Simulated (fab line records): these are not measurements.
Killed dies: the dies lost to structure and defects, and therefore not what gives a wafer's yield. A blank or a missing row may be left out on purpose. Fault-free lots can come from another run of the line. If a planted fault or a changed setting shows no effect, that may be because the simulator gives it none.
fab line records	flow sky130
record: lots: 12	wafers: 34	lastDay: 50
route steps=708 shown CAP2M@616 METAL5@663
lots untouched by any fault: they come from a run of this same line in which no faults occurred
startH: the number of hours between the record's first day and the start of the first shown wafer of the lot	waitH: how many hours have passed since the lot's step before this one	" same as the row above	L1.1+2: several wafers, shown together as one row	- no value present, or no start provided	* or withheld: withheld	< > ~ a bound
route shown NAME@n: a module of which the file shows steps, and the number in the route of the first	usual: mean/standard deviation of fault-free wafers	same: alike in all rows	chamber/n: place in a boat	sites: each site's reading	_std_site: how widely they spread, as a standard deviation	_edge_site: inner sites' mean taken away from outer sites' mean	radiusMm: how far each site lies from the wafer's centre	mask NAME#n: copy n	behind: the most recent tool/chamber to have shaped the wafer	hold: cause of the lot's hold/its duration in hours/its outcome	device: the transistor (n, p or np) that didn't switch	end of line: tests run on the same wafers once the route is complete	a step with no rows: only its recipe	killed: not the wafer's yield, but the dies lost to structure and defects at the first sort	map: the dies of a wafer, with x for killed, . for not killed, _ for no die there
set.NAME: setting as actually run; set.NAME@STEP: the setting as run at that earlier step	model.NAME: the simulator's own value behind a step, which no gauge read
a sample of lots followed through the steps of the route, with each step as a table and each wafer as a row
services: a tool's chamber out of use, with start hour (startH, from the record's first day; less than 0 if before it), hours out, and reason
== steps ==
step: SKY_CAP2M_METAL_ETCH_13
recipe: targetDepthNm: 220	stopOn: SiO2	chemistry: Cl2/BCl3	target: TiN	pressureMtorr: 10	icpW: 900	biasW: 48.5	Cl2_flow_sccm: 60	bcl3FlowSccm: 30	timeS: 62.9
usual: biasW: 48.50/0.15	drypumpMotorCurrentA: 6.0/0.34	oesProductAu: 0.939/0.0082	throttleValvePct: 21.904/0.01
lot.wafer	tool	chamber	startH	waitH	biasW	drypumpMotorCurrentA	oesProductAu	rfHoursCounterH	throttleValvePct
L342.2	rieMetal-04	1	945.28	0.0	48.58	6.5	0.938	13	21.910
L342.3	"	1	"	"	48.67	6.5	0.943	-	21.897
L342.5	"	1	"	"	48.66	6.5	0.939	-	21.916
L343.1	rieMetal-04	1	965.57	0.0	48.26	6.5	0.931	14	21.902
L343.4	"	0	"	"	48.63	5.6	0.938	-	21.905
L343.6	"	0	"	"	48.48	5.6	0.938	-	21.908
L344.1	rieMetal-02	0	965.87	0.0	48.39	5.6	0.950	10	21.899
L344.2	"	0	"	"	48.48	5.6	0.939	-	21.902
L344.3	"	0	"	"	48.37	5.6	0.943	-	21.915
L345.3	rieMetal-02	1	985.65	0.0	48.44	6.3	0.934	-	21.893
L345.5	"	0	"	"	48.13	5.6	0.928	-	21.917
L345.6	"	1	"	"	48.41	6.3	0.941	-	21.898
L346.2	rieMetal-04	1	989.65	0.0	48.24	6.5	0.946	15	21.917
L346.3	"	1	"	"	48.51	6.5	0.934	-	21.896
L346.5	"	0	"	"	48.46	5.6	0.942	-	21.888
L348.2	rieMetal-01	1	1003.88	0.0	48.49	5.8	0.933	19	21.887
L348.3	"	0	"	"	48.51	5.9	0.958	-	21.892
L348.4	"	1	"	"	48.46	5.8	0.948	-	21.908
L349.3	rieMetal-01	1	1005.92	0.0	48.45	5.8	0.945	-	21.900
L349.4	"	0	"	"	48.35	5.8	0.948	-	21.913
L349.5	"	1	"	"	48.48	5.8	0.935	-	21.920
L357.2	rieMetal-01	0	1058.27	0.0	48.41	5.8	0.940	-	21.885
L357.3	"	0	"	"	48.53	5.8	0.942	-	21.894
L358.2	rieMetal-02	1	1061.13	0.0	48.39	6.3	0.932	12	21.914
L358.3	"	1	"	"	48.52	6.3	0.927	-	21.917
L360.1	rieMetal-04	1	1069.60	0.0	48.59	6.4	0.928	20	21.904
L360.2	"	0	"	"	48.42	5.6	0.933	1	21.927
L360.3	"	0	"	"	48.12	5.5	0.924	-	21.903
L364.2	rieMetal-02	0	1098.65	0.0	48.45	5.6	0.935	19	21.903
L364.3	"	1	"	"	48.52	6.4	0.938	-	21.904
L364.4	"	0	"	"	48.50	5.6	0.929	-	21.898
L365.2	rieMetal-01	1	1101.53	0.0	48.46	5.8	0.939	3	21.883
L365.5	"	0	"	"	48.45	5.9	0.960	-	21.889
L365.6	"	1	"	"	48.42	5.8	0.944	-	21.898
step: SKY_CAP2M_STRIP_14
recipe: chemistry: O2/N2	powerW: 1400	pressureMtorr: 1500	platenTempC: withheld	o2FlowSccm: 3000	n2FlowSccm: 300	overashFraction: 0.5
usual: drypumpMotorCurrentA: 5.8/0.49	oesProductAu: 0.710/0.0042	stripTimeToEndpointS: 12.67/0.056
same: overashFraction: 0.5
lot.wafer	tool	chamber	startH	waitH	drypumpMotorCurrentA	oesProductAu	rfHoursCounterH	stripTimeToEndpointS
L342.2	plasmaAsher-04	1	945.36	0.1	6.2	0.712	87	12.56
L342.3	"	1	"	"	6.2	0.712	-	12.59
L342.5	"	0	"	"	4.8	0.710	-	12.61
L343.1	plasmaAsher-02	1	965.65	0.1	5.8	0.712	22	12.61
L343.4	"	1	"	"	5.8	0.711	-	12.59
L343.6	"	1	"	"	5.8	0.708	-	12.59
L344.1	plasmaAsher-01	0	966.02	0.1	5.2	0.699	110	12.69
L344.2	"	1	"	"	6.3	0.705	110	12.65
L344.3	"	1	"	"	6.3	0.703	-	12.71
L345.3	plasmaAsher-01	0	985.73	0.1	5.2	0.716	-	12.68
L345.5	"	0	"	"	5.2	0.709	-	12.60
L345.6	"	1	"	"	6.3	0.715	-	12.64
L346.2	plasmaAsher-01	0	989.72	0.1	5.1	0.711	113	12.56
L346.3	"	0	"	"	5.2	0.705	-	12.60
L346.5	"	1	"	"	6.3	0.709	-	12.57
L348.2	plasmaAsher-04	0	1003.96	0.1	4.9	0.715	90	12.81
L348.3	"	1	"	"	6.2	0.713	-	12.68
L348.4	"	0	"	"	4.9	0.707	-	12.74
L349.3	plasmaAsher-01	1	1006.01	0.1	6.3	0.710	-	12.62
L349.4	"	0	"	"	5.2	0.709	-	12.70
L349.5	"	1	"	"	6.3	0.708	-	12.64
L357.2	plasmaAsher-02	1	1058.40	0.1	5.8	0.709	32	12.64
L357.3	"	1	"	"	5.8	0.714	-	12.65
L358.2	plasmaAsher-02	1	1061.21	0.1	5.8	0.706	32	12.81
L358.3	"	0	"	"	6.0	0.710	-	12.78
L360.1	plasmaAsher-02	0	1069.68	0.1	6.0	0.715	33	12.76
L360.2	"	1	"	"	5.8	0.713	33	12.76
L360.3	"	0	"	"	6.0	0.702	-	12.73
L364.2	plasmaAsher-01	0	1098.73	0.1	5.1	0.710	3	12.68
L364.3	"	1	"	"	6.3	0.699	-	12.74
L364.4	"	0	"	"	5.1	0.708	-	12.70
L365.2	plasmaAsher-01	1	1101.61	0.1	6.3	0.706	3	12.64
L365.5	"	0	"	"	5.2	0.703	-	12.63
L365.6	"	1	"	"	6.3	0.716	-	12.71
step: SKY_METAL5_SPUTTER_02
recipe: material: AlCu	targetThkNm: 1150	powerW: 10600	timeS: 61.2	chamberPressurePa: 0.4
usual: throttleValvePct: 30.1/1.1
lot.wafer	tool	chamber	startH	waitH	throttleValvePct
L342.2	pvdSputter-03	-	997.38	0.0	31.3
L342.3	"	-	"	"	30.1
L342.5	"	-	"	"	29.8
L343.1	pvdSputter-04	-	1016.01	0.0	31.5
L343.4	"	-	"	"	28.9
L343.6	"	-	"	"	28.5
L344.1	pvdSputter-01	-	1016.31	0.0	30.4
L344.2	"	-	"	"	28.1
L344.3	"	-	"	"	30.6
L345.3	pvdSputter-03	-	1035.09	0.0	29.9
L345.5	"	-	"	"	28.5
L345.6	"	-	"	"	31.6
L346.2	pvdSputter-01	-	1038.20	0.0	30.4
L346.3	"	-	"	"	30.0
L346.5	"	-	"	"	27.9
L348.2	pvdSputter-03	-	1051.65	0.0	30.9
L348.3	"	-	"	"	31.4
L348.4	"	-	"	"	29.7
L349.3	pvdSputter-01	-	1054.85	0.0	29.6
L349.4	"	-	"	"	30.5
L349.5	"	-	"	"	30.3
L357.2	pvdSputter-03	-	1102.58	0.0	28.9
L357.3	"	-	"	"	31.5
L358.2	pvdSputter-03	-	1107.32	0.0	28.5
L358.3	"	-	"	"	30.8
L360.1	pvdSputter-04	-	1115.42	0.0	31.7
L360.2	"	-	"	"	28.7
L360.3	"	-	"	"	31.2
L364.2	pvdSputter-04	-	1141.90	0.0	31.3
L364.3	"	-	"	"	28.4
L364.4	"	-	"	"	28.6
L365.2	pvdSputter-01	-	1144.79	0.0	30.2
L365.5	"	-	"	"	29.9
L365.6	"	-	"	"	27.9
step: SKY_METAL5_RS_MEAS_05
recipe: thkMeasGauge: four-point-probe	reads: TiN_of_METAL5_SPUTTER_04+Ti_of_METAL5_SPUTTER_03+AlCu_of_METAL5_SPUTTER_02+TiN_of_METAL5_SPUTTER_01+Ti_of_METAL5_SPUTTER_00
usual: METAL5_ALCU_RS: 0.02706/0.00027
lot.wafer	tool	chamber	startH	waitH	hold	METAL5_ALCU_RS[ohm/sq]
L342.2	filmMetro-04	-	997.52	0.0	-	0.02719
L342.3	"	-	"	"	-	0.02722
L342.5	"	-	"	"	-	0.02739
L343.1	filmMetro-03	-	1016.13	0.0	-	0.02676
L343.4	"	-	"	"	-	0.02631
L343.6	"	-	"	"	-	0.02665
L344.1	filmMetro-03	-	1016.43	0.0	-	0.02701
L344.2	"	-	"	"	-	0.02692
L344.3	"	-	"	"	-	0.02714
L345.3	filmMetro-02	-	1035.25	0.1	-	0.02672
L345.5	"	-	"	"	-	0.02698
L345.6	"	-	"	"	-	0.02663
L346.2	filmMetro-03	-	1038.34	0.0	-	0.02715
L346.3	"	-	"	"	-	0.02693
L346.5	"	-	"	"	-	0.02719
L348.2	filmMetro-02	-	1051.79	0.0	-	0.02691
L348.3	"	-	"	"	-	0.02743
L348.4	"	-	"	"	-	0.02721
L349.3	filmMetro-02	-	1055.01	0.1	-	0.02699
L349.4	"	-	"	"	-	0.02711
L349.5	"	-	"	"	-	0.02732
L357.2	filmMetro-03	-	1102.72	0.0	awaitDispo/0.2h/release	0.02754
L357.3	"	-	"	"	awaitDispo/0.2h/release	0.03181
L357.2	filmMetro-03	-	1103.00	0.3	-	0.02749
L357.3	"	-	"	"	-	0.03177
L358.2	filmMetro-04	-	1107.46	0.0	awaitDispo/0.2h/release	0.02647
L358.3	"	-	"	"	awaitDispo/0.2h/release	0.03028
L358.2	filmMetro-04	-	1107.74	0.3	-	0.02655
L358.3	"	-	"	"	-	0.03025
L360.1	filmMetro-02	-	1115.54	0.0	-	0.02723
L360.2	"	-	"	"	-	0.02738
L360.3	"	-	"	"	-	0.02722
L364.2	filmMetro-04	-	1142.04	0.0	-	0.02688
L364.3	"	-	"	"	-	0.02717
L364.4	"	-	"	"	-	0.02699
L365.2	filmMetro-02	-	1144.93	0.0	-	0.02681
L365.5	"	-	"	"	-	0.02675
L365.6	"	-	"	"	-	0.02676
step: SKY_METAL5_THK_MEAS_06
recipe: thkMeasGauge: xrf	reads: AlCu_of_METAL5_SPUTTER_02
usual: METAL5_ALCU_THK: 1171/13
lot.wafer	tool	chamber	startH	waitH	hold	METAL5_ALCU_THK[nm]
L342.2	filmMetro-04	-	997.63	0.1	-	1159
L342.3	"	-	"	"	-	1153
L342.5	"	-	"	"	-	1149
L343.1	filmMetro-03	-	1016.25	0.1	-	1180
L343.4	"	-	"	"	-	1196
L343.6	"	-	"	"	-	1186
L344.1	filmMetro-03	-	1016.55	0.1	-	1177
L344.2	"	-	"	"	-	1178
L344.3	"	-	"	"	-	1173
L345.3	filmMetro-02	-	1035.35	0.1	-	1201
L345.5	"	-	"	"	-	1183
L345.6	"	-	"	"	-	1193
L346.2	filmMetro-03	-	1038.45	0.1	-	1180
L346.3	"	-	"	"	-	1186
L346.5	"	-	"	"	-	1169
L348.2	filmMetro-02	-	1051.90	0.1	-	1177
L348.3	"	-	"	"	-	1157
L348.4	"	-	"	"	-	1175
L349.3	filmMetro-02	-	1055.11	0.1	-	1181
L349.4	"	-	"	"	-	1174
L349.5	"	-	"	"	-	1164
L358.2	filmMetro-04	-	1109.68	1.9	awaitDispo/0.2h/release	1178
L358.3	"	-	"	"	awaitDispo/0.2h/release	1028
L358.2	filmMetro-04	-	1109.91	0.2	-	1175
L358.3	"	-	"	"	-	1030
L357.2	filmMetro-03	-	1110.78	7.8	awaitDispo/0.2h/release	1151
L357.3	"	-	"	"	awaitDispo/0.2h/release	999
L357.2	filmMetro-03	-	1111.06	0.3	-	1148
L357.3	"	-	"	"	-	998
L360.1	filmMetro-02	-	1115.66	0.1	-	1167
L360.2	"	-	"	"	-	1153
L360.3	"	-	"	"	-	1158
L364.2	filmMetro-04	-	1142.15	0.1	-	1179
L364.3	"	-	"	"	-	1171
L364.4	"	-	"	"	-	1172
L365.2	filmMetro-02	-	1145.04	0.1	-	1183
L365.5	"	-	"	"	-	1184
L365.6	"	-	"	"	-	1187
step: SKY_METAL5_DESCUM_14
recipe: chemistry: O2	sourcePowerW: 150	biasPowerW: 0	pressureMtorr: 10	tempC: 40	timeS: 11
usual: drypumpMotorCurrentA: 5.9/0.53	oesProductAu: 1.008/0.0088
lot.wafer	tool	chamber	startH	waitH	drypumpMotorCurrentA	oesProductAu	rfHoursCounterH
L342.2	rieMetal-01	0	1020.26	0.1	5.8	1.008	17
L342.3	"	0	"	"	5.8	1.002	-
L342.5	"	1	"	"	5.8	0.996	-
L343.1	rieMetal-03	1	1038.25	0.1	5.1	1.008	8
L343.4	"	0	"	"	6.6	1.019	-
L343.6	"	1	"	"	5.1	1.014	-
L344.1	rieMetal-01	1	1038.41	0.1	5.8	1.003	22
L344.2	"	0	"	"	5.8	0.993	18
L344.3	"	0	"	"	5.9	0.995	-
L345.3	rieMetal-03	0	1057.31	0.1	6.6	1.019	-
L345.5	"	1	"	"	5.1	1.006	-
L345.6	"	0	"	"	6.6	1.011	-
L346.2	rieMetal-04	0	1059.68	0.1	5.6	1.011	1
L346.3	"	0	"	"	5.6	1.004	-
L346.5	"	1	"	"	6.4	0.997	-
L348.2	rieMetal-01	1	1073.33	0.1	5.8	1.010	0
L348.3	"	0	"	"	5.9	1.008	-
L348.4	"	1	"	"	5.8	1.007	-
L349.3	rieMetal-01	1	1075.61	0.1	5.8	1.009	-
L349.4	"	0	"	"	5.9	1.014	-
L349.5	"	0	"	"	5.8	0.998	-
L357.2	rieMetal-04	0	1122.91	0.1	5.6	1.004	5
L357.3	"	1	"	"	6.5	0.995	-
L358.2	rieMetal-04	0	1127.56	0.1	5.6	1.009	5
L358.3	"	1	"	"	6.5	0.992	-
L360.1	rieMetal-04	0	1135.01	0.1	5.6	1.007	6
L360.2	"	1	"	"	6.5	1.010	25
L360.3	"	0	"	"	5.5	1.012	-
L364.2	rieMetal-01	0	1160.41	0.1	5.8	1.000	29
L364.3	"	0	"	"	5.9	1.000	-
L364.4	"	1	"	"	5.8	1.005	-
L365.2	rieMetal-03	1	1162.55	0.1	5.1	1.011	19
L365.5	"	1	"	"	5.1	1.000	-
L365.6	"	0	"	"	6.6	1.017	-
step: SKY_METAL5_METAL_ETCH_15
recipe: targetDepthA: 12600	stopOn: SiO2	overEtchFrac: 0.2	timeS: 252	chemistry: Cl2/BCl3	resistSidewallDeg: 86	pressureMtorr: 10	icpW: 900	biasW: 48.5	Cl2_flow_sccm: 60	bcl3FlowSccm: 30
usual: biasW: 48.52/0.15	drypumpMotorCurrentA: 5.9/0.53	oesProductAu: 0.893/0.0046	throttleValvePct: 22.263/0.01
lot.wafer	tool	chamber	startH	waitH	biasW	drypumpMotorCurrentA	oesProductAu	rfHoursCounterH	throttleValvePct
L342.2	rieMetal-01	0	1020.30	0.0	48.55	5.8	0.881	17	22.265
L342.3	"	0	"	"	48.45	5.9	0.897	-	22.257
L342.5	"	1	"	"	48.44	5.8	0.897	-	22.264
L343.1	rieMetal-03	1	1038.28	0.0	48.53	5.1	0.891	8	22.256
L343.4	"	0	"	"	48.65	6.6	0.892	-	22.264
L343.6	"	1	"	"	48.35	5.1	0.902	-	22.255
L344.1	rieMetal-01	1	1038.45	0.0	48.23	5.8	0.891	22	22.254
L344.2	"	0	"	"	48.61	5.9	0.894	18	22.250
L344.3	"	0	"	"	48.57	5.8	0.898	-	22.263
L345.3	rieMetal-03	0	1057.41	0.1	48.52	6.6	0.880	-	22.266
L345.5	"	1	"	"	48.39	5.1	0.896	-	22.252
L345.6	"	0	"	"	48.73	6.6	0.898	-	22.269
L346.2	rieMetal-04	0	1059.71	0.0	48.34	5.6	0.893	1	22.274
L346.3	"	0	"	"	48.28	5.6	0.901	-	22.248
L346.5	"	1	"	"	48.49	6.5	0.889	-	22.271
L348.2	rieMetal-01	1	1073.36	0.0	48.77	5.8	0.897	0	22.270
L348.3	"	0	"	"	48.45	5.9	0.896	-	22.252
L348.4	"	1	"	"	48.56	5.8	0.887	-	22.279
L349.3	rieMetal-01	1	1075.71	0.1	48.50	5.8	0.897	-	22.241
L349.4	"	0	"	"	48.44	5.8	0.892	-	22.266
L349.5	"	0	"	"	48.31	5.8	0.894	-	22.252
L357.2	rieMetal-04	0	1122.95	0.0	48.54	5.6	0.899	5	22.265
L357.3	"	1	"	"	48.52	6.4	0.826	-	22.269
L358.2	rieMetal-04	0	1127.60	0.0	48.35	5.6	0.904	5	22.255
L358.3	"	1	"	"	48.62	6.4	0.851	-	22.257
L360.1	rieMetal-04	0	1135.05	0.0	48.26	5.6	0.890	6	22.279
L360.2	"	1	"	"	48.56	6.5	0.888	25	22.265
L360.3	"	0	"	"	48.34	5.6	0.884	-	22.249
L364.2	rieMetal-01	0	1160.45	0.0	48.48	5.8	0.894	29	22.246
L364.3	"	0	"	"	48.36	5.8	0.892	-	22.267
L364.4	"	1	"	"	48.48	5.8	0.899	-	22.264
L365.2	rieMetal-03	1	1162.58	0.0	48.46	5.1	0.886	19	22.270
L365.5	"	1	"	"	48.73	5.1	0.896	-	22.280
L365.6	"	0	"	"	48.43	6.6	0.897	-	22.258
== services ==
tool	chamber	startH	hours	kind
rieMetal-01	-	921.75	2.8	pm
pvdSputter-03	-	941.96	1.0	repair
pvdSputter-03	-	945.83	4.2	repair
rieMetal-02	1	962.79	3.4	repair
plasmaAsher-04	-	971.54	20.2	pm
pvdSputter-01	-	972.55	41.2	repair
plasmaAsher-04	-	991.74	2.8	pm
pvdSputter-03	-	999.96	16.8	repair
plasmaAsher-04	-	1025.45	9.0	repair
rieMetal-04	0	1029.47	-	clean
rieMetal-04	0	1029.47	15.6	scheduledDown
rieMetal-04	0	1029.47	15.6	ventCycle
plasmaAsher-01	-	1030.18	3.7	repair
plasmaAsher-04	-	1032.10	1.4	repair
rieMetal-01	1	1039.55	-	clean
rieMetal-01	1	1039.55	27.8	scheduledDown
rieMetal-01	1	1039.55	27.8	ventCycle
plasmaAsher-01	-	1055.25	9.0	pm
rieMetal-02	-	1107.00	0.5	repair
pvdSputter-04	-	1134.25	5.6	repair
rieMetal-04	1	1158.51	-	clean
rieMetal-04	1	1158.51	-	consumableReplace:focusRing
rieMetal-04	1	1158.51	28.2	scheduledDown
pvdSputter-04	-	1162.26	1.0	repair
== key ==
firstSign: step: SKY_METAL5_RS_MEAS_05	reading: visit	direction: added
effect: step: SKY_METAL5_RS_MEAS_05	reading: METAL5_ALCU_RS	direction: up	sigmas: 15	usual: 0.02706	struck: 0.03105
effect: step: SKY_METAL5_THK_MEAS_06	reading: visit	direction: added
effect: step: SKY_METAL5_THK_MEAS_06	reading: METAL5_ALCU_THK	direction: down	sigmas: 12	usual: 1171	struck: 1014
effect: step: SKY_METAL5_METAL_ETCH_15	reading: oesProductAu	direction: down	sigmas: 12	usual: 0.893	struck: 0.839
metAt SKY_METAL5_SPUTTER_02
struckLots L357,L358
struckWafers L357.3,L358.3
sortLeftOut L357.3,L358.3
notActingAt SKY_CAP2M_METAL_ETCH_13,SKY_CAP2M_STRIP_14,SKY_METAL5_DESCUM_14
onsetBetween 1051.65 1102.58
fault: kind: processParameterDrift	tool: pvdSputter-03	chamber: -	onsetH: 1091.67	steps: SKY_METAL5_SPUTTER_02	channel: timeS	offset: *	shape: step	endH: 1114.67	scope: struckWafersOnly	actsIn: *	stated: *
sortLeftOut: the simulated sort isn't trusted on such a fault, so these wafers' sort isn't shown, and their yield isn't known
